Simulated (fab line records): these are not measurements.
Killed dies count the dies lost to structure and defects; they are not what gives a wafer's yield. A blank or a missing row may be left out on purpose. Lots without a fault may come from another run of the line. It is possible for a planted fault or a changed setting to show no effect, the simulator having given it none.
A struck lot beside a sound one | flow gf180mcu | 17 steps out of a route of 602
Sound: these wafers, L637.2, L637.3, L637.5. Wafers struck: L639.2, L639.5, L639.6. Last of all comes the cause.
Order at every step that has rows: each side's tool, ch and its chambers, its first start. Under that, the readings that differ: sound wafers | struck wafers | difference of the means | sigmas: that difference in standard deviations of wafers without a fault.
alike: a reading whose means differ by less than 2 such deviations, as well as words and numbers matching on both sides. not compared: withheld readings; readings where some wafer has no value; bounds like >300 that might hide an equal value; numbers whose values overlap and for which the record gives no deviation.
The two part at a step that has a row with sigmas, a row that says differs or no value, or rows on one side only. Numbers that have no deviation but don't overlap get no sigmas and don't part them. Lack of a reading on every wafer of one side parts them only where that side has two or more wafers.

first, 4 steps without rows for these wafers: GF_M3_SOFTBAKE_10 (time 60 s); GF_M3_EXPOSE_11 (exposes mask Metal3, target cd 280 nm); GF_M3_PEB_12 (peb time 90 s); GF_M3_DEVELOP_13 (develop time 60 s).
GF_M3_CD_MEAS_14: the cd target is 280 nm.
  struck on cd_sem-02, day 23 22:16; sound on cd_sem-01, day 23 06:10
  alike: cd_nm
GF_M3_OVL_MEAS_15:
  struck on overlay-02, day 23 22:23; sound on overlay-02, day 23 06:16
  alike: M3_OVL
GF_M3_METAL_ETCH_16: etches the open film in Cl2/BCl3, stops on SiO2, target depth 750.8 nm, time 125.1 s.
  sound on rie_metal-04 ch 1, day 23 06:18; struck on rie_metal-01 ch 0,1, day 23 22:25
  alike: drypump_motor_current_A, oes_product_au, throttle_valve_pct
  not compared: rf_hours_counter_h
GF_M3_STRIP_17: strips in O2/N2.
  sound on plasma_asher-02 ch 0,1, day 23 06:26; struck on plasma_asher-04 ch 0,1, day 23 22:32
  alike: drypump_motor_current_A, heater_power_w, oes_product_au, strip_time_to_endpoint_s
  not compared: rf_hours_counter_h
then, 3 steps without rows for these wafers: GF_M3_STRIP_18 (strips in post etch residue remover, time 1200 s); GF_M3_CLEAN_19 (cleans in DIW); GF_V3_CVD_00 (deposits SiO2, target thk 600 nm, time 100 s).
GF_V3_THK_MEAS_01:
  struck on film_metro-04, day 23 23:11; sound on film_metro-01, day 23 07:05
  alike: V3_CVD_00_THK
GF_V3_CVD_02: deposits SiO2 from TEOS, target thk 850 nm, time 94.851 s.
  sound on pecvd-02 ch 0,1, day 23 07:08; struck on pecvd-02 ch 1,2, day 23 23:14
  reading                             | sound             | struck            | difference | sigmas
  model.SiO2_of_V3_CVD_02.thk_nm (nm) | 849.5 837.5 851.8 | 921.6 944.5 931.8 | +86.4      |
  alike: heater_power_w
GF_V3_THK_MEAS_03:
  struck on film_metro-01, day 23 23:19; sound on film_metro-01, day 23 07:13
  reading            | sound       | struck      | difference | sigmas
  V3_CVD_02_THK (nm) | 850 837 852 | 922 944 931 | +86        | +7
GF_V3_CMP_04: polishes SiO2.
  sound on cmp-01 ch 0,1,2, day 23 07:16; struck on cmp-02 ch 0,1, day 23 23:22
  reading                | sound    | struck      | difference | sigmas
  time_to_endpoint_s (s) | 80 77 82 | 108 113 113 | +32        | +7
  alike: motor_current_A
GF_V3_BOW_MEAS_05:
  struck on film_metro-02, day 23 23:41; sound on film_metro-02, day 23 07:35
  alike: V3_BOW
after that, 1 step had no rows for these wafers: GF_PASSIVATION_PROBE_99.

== WHERE THEY PART ==
Earliest at GF_V3_THK_MEAS_03; latest, in this record, at GF_V3_CMP_04. Later steps at which nothing parts them and some readings are alike: GF_V3_BOW_MEAS_05.

WHY: the cause the simulator had injected
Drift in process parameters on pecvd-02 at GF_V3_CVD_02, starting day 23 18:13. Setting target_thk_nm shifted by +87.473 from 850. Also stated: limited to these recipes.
